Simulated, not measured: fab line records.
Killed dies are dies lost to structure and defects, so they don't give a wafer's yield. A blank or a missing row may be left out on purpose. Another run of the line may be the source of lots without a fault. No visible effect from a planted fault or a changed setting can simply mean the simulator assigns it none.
Which tool was responsible? ; flow sfq line ; 14 lots, 42 wafers sampled, at 1 step of a route of 325

WHAT THE GAUGES READ, wafer by wafer
No reading from a measuring or inspecting step in the record can be judged against a usual standard deviation.

WHAT TOOL EACH LOT RAN ON (gives the tool, then ch and the chambers of the sampled wafers, and finally the start)
lot;SFQ_TRILAYER_M6_BARC_OPEN_METAL_ETCH_206
L369;rie metal-03 ch 0,1, day 72 12:00
L370;rie metal-02 ch 0,1, day 73 18:09
L371;rie metal-01 ch 0,1, day 74 07:10
L372;rie metal-03 ch 0,1, day 75 10:58
L374;rie metal-03 ch 0,1, day 75 20:22
L375;rie metal-03 ch 1, day 77 07:06
L376;rie metal-03 ch 0, day 77 09:40
L379;rie metal-01 ch 0,1, day 77 15:31
L383;rie metal-03 ch 0,1, day 77 23:54
L385;rie metal-03 ch 0,1, day 79 19:13
L387;rie metal-02 ch 0,1, day 80 01:13
L388;rie metal-03 ch 0,1, day 80 03:36
L390;rie metal-02 ch 0,1, day 80 06:00
L392;rie metal-02 ch 0,1, day 80 08:24
- SFQ_TRILAYER_M6_BARC_OPEN_METAL_ETCH_206: etches BARC in O2, target depth 125 nm, time 41.7 s.

WHAT THE TOOLS THEMSELVES READ (means of the sampled wafers that have a number; where no wafer has one, the mark that the record gives instead)
SFQ_TRILAYER_M6_BARC_OPEN_METAL_ETCH_206. Usual: drypump motor current A 5.9 A, standard deviation 0.35; oes product au 0.686 a.u., standard deviation 0.0044; run length s 70.0 s, standard deviation 0.8.
lot;tool;drypump motor current A (A);oes product au (a.u.);run length s (s);flag
L369;rie metal-03;6.2;0.683;69.4;
L370;rie metal-02;5.7;0.688;73.3;OFF
L371;rie metal-01;5.5;0.689;70.0;
L372;rie metal-03;6.1;0.687;69.5;
L374;rie metal-03;6.1;0.685;69.6;
L375;rie metal-03;6.0;0.683;69.5;
L376;rie metal-03;6.4;0.682;69.7;
L379;rie metal-01;5.5;0.691;69.9;
L383;rie metal-03;6.2;0.682;69.3;
L385;rie metal-03;6.2;0.700;68.5;OFF
L387;rie metal-02;5.9;0.685;69.9;
L388;rie metal-03;6.2;0.706;68.1;OFF
L390;rie metal-02;5.9;0.689;69.8;
L392;rie metal-02;5.9;0.685;70.0;

THE ANSWER, worked out from the rows above alone
Rule: take the mean of a lot's wafers that have a number; if it is more than 3 standard deviations from the usual mean, the lot is off. A lot without any number at a reading at which 4 lots or more have one is off too. Any other lot the step has rows for is counted as sound. First the gauges in route order, then the tools' own readings, where a lot's mean is used as printed above. At the first step where some lot is off, the reading lying furthest off is the one used; lots without a number count as furthest.
Off at SFQ_TRILAYER_M6_BARC_OPEN_METAL_ETCH_206 (oes product au): L385, L388.
If a tool, at that step or one of the process steps before it, ran each lot that is off and ran no sound lot following the first of them, it fits. One candidate fits, namely rie metal-03 at SFQ_TRILAYER_M6_BARC_OPEN_METAL_ETCH_206. Its last sound lot is L383 (day 77 23:54), its first lot that is off L385 (day 79 19:13): a fault that began between those two fits.
On the lots that are off, the tool's own readings at SFQ_TRILAYER_M6_BARC_OPEN_METAL_ETCH_206 differ by more than 5 times the standard deviation of the sound lots' means, which bears it out; oes product au reads 0.703 a.u. there versus 0.686 a.u. on the sound lots.

WHAT THE SIMULATOR HAD INSERTED
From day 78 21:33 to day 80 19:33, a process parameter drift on rie metal-03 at SFQ_TRILAYER_M6_BARC_OPEN_METAL_ETCH_206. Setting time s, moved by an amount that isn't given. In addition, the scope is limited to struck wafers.
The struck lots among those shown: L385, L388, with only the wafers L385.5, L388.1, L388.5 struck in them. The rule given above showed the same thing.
